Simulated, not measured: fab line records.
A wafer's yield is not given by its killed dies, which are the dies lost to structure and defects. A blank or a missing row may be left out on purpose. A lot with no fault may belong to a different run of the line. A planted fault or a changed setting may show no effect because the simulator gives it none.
Which tool was responsible? -- flow sky130 -- 14 lots with 42 wafers sampled at 2 steps, on a route of 708 steps

WHAT THE GAUGES SHOWED, per wafer
SKY_POLY_GATE_CD_MEAS_13 targets a cd of 150 nm.
lot,measured,on,cdNm (nm)
L554,day 16 16:13,cdSem-02,148.5 148.7 150.1
L555,day 16 20:28,cdSem-01,149.5 148.2 148.8
L556,day 17 04:56,cdSem-01,149.9 149.8 149.0
L557,day 17 16:54,cdSem-02,154.7 153.3 155.0
L558,day 17 22:56,cdSem-01,147.4 148.4 147.8
L559,day 19 00:35,cdSem-02,150.0 150.0 149.5
L561,day 19 10:46,cdSem-02,149.0 150.4 149.5
L566,day 20 23:01,cdSem-02,149.0 148.3 148.2
L568,day 21 19:15,cdSem-02,- - -
L569,day 21 22:29,cdSem-02,- - -
L572,day 23 02:38,cdSem-02,149.7 149.0 148.2
L574,day 23 16:24,cdSem-01,149.9 151.4 150.7
L576,day 24 12:08,cdSem-01,149.1 147.6 148.7
L577,day 24 18:05,cdSem-01,152.7 151.9 150.9

WHICH TOOL RAN EACH LOT (tool, then ch and the chambers of the sampled wafers, then the start)
lot,SKY_POLY_GATE_EXPOSE_10
L554,"krfScanner-01 ch 0, day 16 02:22"
L555,"krfScanner-02 ch 0, day 16 06:22"
L556,"krfScanner-02 ch 0, day 16 15:05"
L557,"krfScanner-01 ch 0, day 17 02:22"
L558,"krfScanner-01 ch 0, day 17 09:24"
L559,"krfScanner-02 ch 0, day 18 08:56"
L561,"krfScanner-01 ch 0, day 18 19:37"
L566,"krfScanner-02 ch 0, day 20 08:24"
L568,"krfScanner-02, day 21 03:49"
L569,"krfScanner-01, day 21 07:16"
L572,"krfScanner-01 ch 0, day 22 10:49"
L574,"krfScanner-02 ch 0, day 23 01:14"
L576,"krfScanner-01 ch 0, day 23 21:07"
L577,"krfScanner-02 ch 0, day 24 03:34"
- SKY_POLY_GATE_EXPOSE_10: exposes mask P1M, target cd 150 nm.

AS READ BY THE TOOLS THEMSELVES (means over the sampled wafers that have a number; for cases with no such wafer, the mark the record gives instead)
SKY_POLY_GATE_EXPOSE_10.
lot,tool,exposureDoseMJCm2,focusOffsetNm (nm)
L554,krfScanner-01,27.98,0.1
L555,krfScanner-02,27.95,-0.1
L556,krfScanner-02,27.98,0.2
L557,krfScanner-01,27.98,0.6
L558,krfScanner-01,27.98,0.0
L559,krfScanner-02,27.97,-0.2
L561,krfScanner-01,27.99,0.2
L566,krfScanner-02,27.94,-0.2
L568,krfScanner-02,-,-
L569,krfScanner-01,-,-
L572,krfScanner-01,27.99,0.3
L574,krfScanner-02,27.91,0.1
L576,krfScanner-01,27.99,0.7
L577,krfScanner-02,27.90,0.0

THE ANSWER, worked out from the rows above alone
Rule: what is usual is taken from the lots themselves. Put in order of their means at a reading, lots are off if they are a third of the lots or fewer, leave a main group of 4 or more, and stand apart from it by a gap of 3 or more times the standard deviation of the main group's means; of several such gaps the widest counts. A main group whose means are all the same, to the digits that the tables above print for the reading, isn't used. Also off: a lot with no number at a reading for which 4 or more lots have one. Where the step has rows for the other lots, those lots are counted as sound. First the gauges in route order, then the tools' own readings, where a lot's mean is used as printed above. The first step at which some lot is off is used, and at that step the reading that is off furthest; a lot without a number counts as furthest.
Off: L568, L569, at SKY_POLY_GATE_CD_MEAS_13 (cdNm). Without a number there: L568, L569. The main group: mean 149.8 nm, standard deviation 1.7.
A tool fits if, at a process step before that reading, it ran every lot that is off, and no sound lot after the first of them. Not tried: the gauges at SKY_POLY_GATE_CD_MEAS_13; whatever is off there is also off at SKY_POLY_GATE_EXPOSE_10, on other tools, and gauge error can't account for it. None of those tried fits.

WHAT THE SIMULATOR HAD INSERTED
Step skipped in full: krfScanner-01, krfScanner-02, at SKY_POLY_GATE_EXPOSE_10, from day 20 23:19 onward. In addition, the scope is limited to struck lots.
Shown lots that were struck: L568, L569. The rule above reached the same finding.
